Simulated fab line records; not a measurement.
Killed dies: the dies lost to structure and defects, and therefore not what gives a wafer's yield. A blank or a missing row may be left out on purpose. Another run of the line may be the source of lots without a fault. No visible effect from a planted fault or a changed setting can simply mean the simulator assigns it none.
Which tool is to blame?	flow gf180mcu	12 lots, 36 wafers sampled, at 6 steps of a route of 602

## WHAT EACH GAUGE READ, for each wafer
GF_PSD_TW_MEAS_11. Usual: PSD_TW typically reads 3180, with standard deviation 18.
lot	measured	on	PSD_TW	flag
L275	day 14 00:49	film metro-04	3177 3185 3187	
L278	day 15 06:00	film metro-01	3169 3185 3193	
L280	day 16 02:37	film metro-01	30 30 30 30 30 30	OFF
L281	day 16 09:40	film metro-01	30 30 30 30 30 30	OFF
L282	day 16 16:19	film metro-04	30 30 30 30 30 30	OFF
L283	day 17 01:56	film metro-01	3176 3178 3176	
L290	day 19 16:06	film metro-03	3158 3168 3175	
L291	day 19 22:33	film metro-03	3152 3151 3165	
L293	day 20 15:41	film metro-04	3182 3165 3172	
L295	day 21 09:19	film metro-01	3178 3184 3187	
L296	day 21 15:25	film metro-01	3176 3191 3189	
L298	day 22 08:57	film metro-01	3204 3175 3203	

GF_V3_OVL_MEAS_15. Usual: V3_OVL typically reads 0 nm, with standard deviation 5.6.
lot	measured	on	V3_OVL (nm)	flag
L275	day 22 03:26	overlay-01	-8 4 0	
L278	day 23 11:43	overlay-01	0 6 -1	
L283	day 25 05:26	overlay-02	-1 4 2	
L290	day 27 15:12	overlay-01	0 -2 2	
L291	day 27 20:10	overlay-02	-3 4 0	
L293	day 28 10:41	overlay-01	-4 -6 -2	
L295	day 29 00:02	overlay-02	-1 -4 2	
L296	day 29 04:37	overlay-01	5 7 5	
L298	day 29 18:50	overlay-01	-4 -6 -1	

## EACH LOT AND THE TOOL THAT RAN IT (in order: tool; ch and the chambers of the sampled wafers; start)
lot	GF_NSD_STRIP_11	GF_PSD_STRIP_10	GF_M1_SPUTTER_04	GF_V2_CMP_26
L275	plasma asher-03 ch 0,1, day 13 04:40	plasma asher-02 ch 0,1, day 14 00:42	pvd sputter-03, day 15 22:52	cmp-02 ch 0,2,3, day 20 01:33
L278	plasma asher-01 ch 0,1, day 14 07:52	plasma asher-01 ch 0,1, day 15 05:54	pvd sputter-01, day 17 05:38	cmp-01 ch 0,2,3, day 21 11:58
L280	plasma asher-03 ch 1, day 15 04:31	plasma asher-03 ch 0,1, day 16 02:30	-	-
L281	plasma asher-03 ch 0,1, day 15 11:10	plasma asher-03 ch 0,1, day 16 09:34	-	-
L282	plasma asher-03 ch 0,1, day 15 18:01	plasma asher-02 ch 0,1, day 16 16:13	-	-
L283	plasma asher-03 ch 0,1, day 16 03:06	plasma asher-02 ch 0,1, day 17 01:51	pvd sputter-03, day 19 03:32	cmp-02 ch 1,3, day 23 07:15
L290	plasma asher-03 ch 0,1, day 18 16:07	plasma asher-01 ch 0,1, day 19 16:00	pvd sputter-03, day 21 19:29	cmp-02 ch 0,1,3, day 25 19:49
L291	plasma asher-01 ch 0,1, day 18 22:34	plasma asher-01 ch 0,1, day 19 22:27	pvd sputter-04, day 22 01:20	cmp-01 ch 0,1,3, day 26 01:12
L293	plasma asher-03 ch 0,1, day 19 14:59	plasma asher-03 ch 0,1, day 20 15:36	pvd sputter-01, day 22 18:46	cmp-01 ch 0,1,3, day 26 16:34
L295	plasma asher-04 ch 0,1, day 20 08:52	plasma asher-03 ch 0,1, day 21 09:12	pvd sputter-04, day 23 11:03	cmp-02 ch 0,2,3, day 27 07:04
L296	plasma asher-03 ch 1, day 20 14:52	plasma asher-01 ch 0,1, day 21 15:18	pvd sputter-04, day 23 17:05	cmp-01 ch 1,2, day 27 11:40
L298	plasma asher-03 ch 0, day 21 08:37	plasma asher-02 ch 0,1, day 22 08:51	pvd sputter-04, day 24 10:30	cmp-02 ch 1,2,3, day 28 02:58
- GF_NSD_STRIP_11: strips in O2/N2.
- GF_PSD_STRIP_10: strips in O2/N2.
- GF_M1_SPUTTER_04: material TiN, target thk 50 nm, time 41.7 s.
- GF_V2_CMP_26: polishes, stops on SiO2, t overpolish 15 s, target thk 0 nm.

## AS READ BY THE TOOLS THEMSELVES (means over the sampled wafers that have a number; for cases with no such wafer, the mark the record gives instead)
GF_NSD_STRIP_11. Usual: chamber pressure mTorr 1499.8 mTorr, standard deviation 1.5; drypump motor current A 5.7 A, standard deviation 0.46; heater power w 358 W, standard deviation 39; oes product au 0.488 a.u., standard deviation 0.0044; strip time to endpoint s 22.95 s, standard deviation 0.036.
lot	tool	chamber pressure mTorr (mTorr)	drypump motor current A (A)	heater power w (W)	oes product au (a.u.)	strip time to endpoint s (s)	flag
L275	plasma asher-03	1500.9	5.6	364	0.489	22.94	
L278	plasma asher-01	1500.3	5.6	348	0.490	22.93	
L280	plasma asher-03	-	-	-	-	-	OFF
L281	plasma asher-03	-	-	-	-	-	OFF
L282	plasma asher-03	-	-	-	-	-	OFF
L283	plasma asher-03	1498.6	6.0	385	0.486	22.99	
L290	plasma asher-03	1500.6	5.6	359	0.491	22.93	
L291	plasma asher-01	1499.1	5.6	330	0.484	22.94	
L293	plasma asher-03	1498.5	5.6	361	0.487	22.97	
L295	plasma asher-04	1499.8	5.5	332	0.485	22.96	
L296	plasma asher-03	1500.2	6.3	407	0.487	22.93	
L298	plasma asher-03	1501.0	5.3	338	0.489	22.95	

GF_PSD_STRIP_10. Usual: chamber pressure mTorr 1499.9 mTorr, standard deviation 1.4; drypump motor current A 5.8 A, standard deviation 0.32; heater power w 338 W, standard deviation 41; oes product au 0.592 a.u., standard deviation 0.0045; strip time to endpoint s 16.54 s, standard deviation 0.045.
lot	tool	chamber pressure mTorr (mTorr)	drypump motor current A (A)	heater power w (W)	oes product au (a.u.)	strip time to endpoint s (s)	flag
L275	plasma asher-02	1499.9	6.0	304	0.591	16.54	
L278	plasma asher-01	1500.1	5.6	353	0.597	16.56	
L280	plasma asher-03	1499.1	5.6	356	0.657	31.52	OFF
L281	plasma asher-03	1499.4	5.6	365	0.654	31.43	OFF
L282	plasma asher-02	1500.2	5.9	325	0.654	31.39	OFF
L283	plasma asher-02	1499.8	6.0	323	0.593	16.59	
L290	plasma asher-01	1499.2	5.6	332	0.594	16.48	
L291	plasma asher-01	1499.8	5.6	353	0.594	16.56	
L293	plasma asher-03	1499.4	5.6	358	0.593	16.49	
L295	plasma asher-03	1498.9	5.6	359	0.594	16.53	
L296	plasma asher-01	1500.1	5.6	353	0.592	16.52	
L298	plasma asher-02	1500.1	6.0	299	0.598	16.51	

GF_M1_SPUTTER_04. Usual: 30.1 % for throttle valve pct, sd 0.85.
lot	tool	throttle valve pct (%)	flag
L275	pvd sputter-03	29.7	
L278	pvd sputter-01	29.5	
L283	pvd sputter-03	28.9	
L290	pvd sputter-03	29.1	
L291	pvd sputter-04	30.6	
L293	pvd sputter-01	29.1	
L295	pvd sputter-04	30.5	
L296	pvd sputter-04	30.4	
L298	pvd sputter-04	30.7	

GF_V2_CMP_26. Usual: head pressure psi 3.500 psi, standard deviation 0.0068; motor current A 11.0 A, standard deviation 1.4; overpolish run s 15.000 s, standard deviation 0.0091; time to endpoint s 85.8 s, standard deviation 3.
lot	tool	head pressure psi (psi)	motor current A (A)	overpolish run s (s)	time to endpoint s (s)	flag
L275	cmp-02	3.505	10.7	14.998	85.9	
L278	cmp-01	3.504	10.7	14.998	85.5	
L283	cmp-02	3.503	13.0	14.998	86.5	
L290	cmp-02	3.498	11.5	15.002	84.4	
L291	cmp-01	3.507	11.0	14.999	87.8	
L293	cmp-01	3.503	10.9	15.003	88.2	
L295	cmp-02	3.495	10.5	14.998	83.4	
L296	cmp-01	3.499	11.5	15.007	88.2	
L298	cmp-02	3.504	12.0	14.987	83.1	

## THE ANSWER, worked out from the rows above alone
Rule: a lot is off if the mean of its wafers that have a number lies more than 3 standard deviations from the usual mean. Also off: a lot with no number at a reading for which 4 or more lots have one. The other lots that the step has rows for count as sound. The gauges are gone through in route order, then the tools' own readings, and for those a lot's mean is taken as printed above. The first step at which some lot is off is used, and at that step the reading that is off furthest; a lot without a number counts as furthest.
Off: L280, L281, L282, at GF_PSD_TW_MEAS_11 (PSD_TW).
A tool fits if, at a process step before that reading, it ran every lot that is off, and no sound lot after the first of them. The gauges at GF_PSD_TW_MEAS_11 aren't tried: what is off there is off at GF_NSD_STRIP_11 too, on other tools, and a gauge's error can't cause that. None of those tried fits.

## WHAT THE SIMULATOR PUT IN
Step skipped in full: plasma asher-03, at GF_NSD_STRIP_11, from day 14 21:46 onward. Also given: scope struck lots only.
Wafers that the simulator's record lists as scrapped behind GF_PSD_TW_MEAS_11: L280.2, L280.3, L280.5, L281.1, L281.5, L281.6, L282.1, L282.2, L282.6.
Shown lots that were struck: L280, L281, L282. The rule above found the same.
